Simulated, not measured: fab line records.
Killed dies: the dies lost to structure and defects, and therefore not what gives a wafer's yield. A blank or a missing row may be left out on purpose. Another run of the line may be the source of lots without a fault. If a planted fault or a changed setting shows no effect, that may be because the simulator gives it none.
Chamber matching	flow sky130	SKY_FIELD_ISO_ETCH_14 on rieDiel-01 has 4 sister chambers
The step etches BARC in N2/H2, stops on SiO2, time 45.9 s, target depth 60 nm. 4 wafers are shown with their chamber, then 9 later ones without.

== WAFERS WITH THEIR CHAMBER ==
wafer	chamber	oesProductAu (a.u.)
L087.6	3	0.849
L090.1	1	0.847
L090.2	0	0.850
L090.6	2	0.857

== WAFERS WITHOUT THEIR CHAMBER ==
wafer	oesProductAu (a.u.)
L092.1	0.851
L092.4	0.852
L092.6	0.847
L093.1	0.860
L093.2	0.848
L093.4	0.856
L094.2	0.861
L094.3	0.850
L094.4	0.861

== WHICH CHAMBER EACH ONE RAN IN ==
wafer	from the rows above	in truth
L092.1	can't be placed: 0 or 3 or 1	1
L092.4	can't be placed: 0 or 3 or 1 or 2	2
L092.6	can't be placed: 1 or 3 or 0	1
L093.1	2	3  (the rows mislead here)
L093.2	can't be placed: 1 or 3 or 0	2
L093.4	2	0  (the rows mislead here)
L094.2	2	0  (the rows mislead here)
L094.3	can't be placed: 0 or 3 or 1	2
L094.4	2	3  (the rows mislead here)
Correctly placed: 0 of 9. From these rows, 5 cannot be placed; in 3 the true chamber is one of the candidates. Wrongly placed: 4.
How it was worked out, from the rows above alone: a wafer's distance from a chamber is the root of the sum, over the readings, of the square of ((its reading less the chamber's mean) divided by the reading's scatter). If the next closest chamber is less than 2 further off than the closest, the wafer can't be placed; otherwise it belongs to the closest. For every chamber, the mean is computed from those of its wafers that are shown. The scatter: with one shown wafer a chamber, the root of the mean of the squares of how far each hidden wafer lies from its nearest shown one.
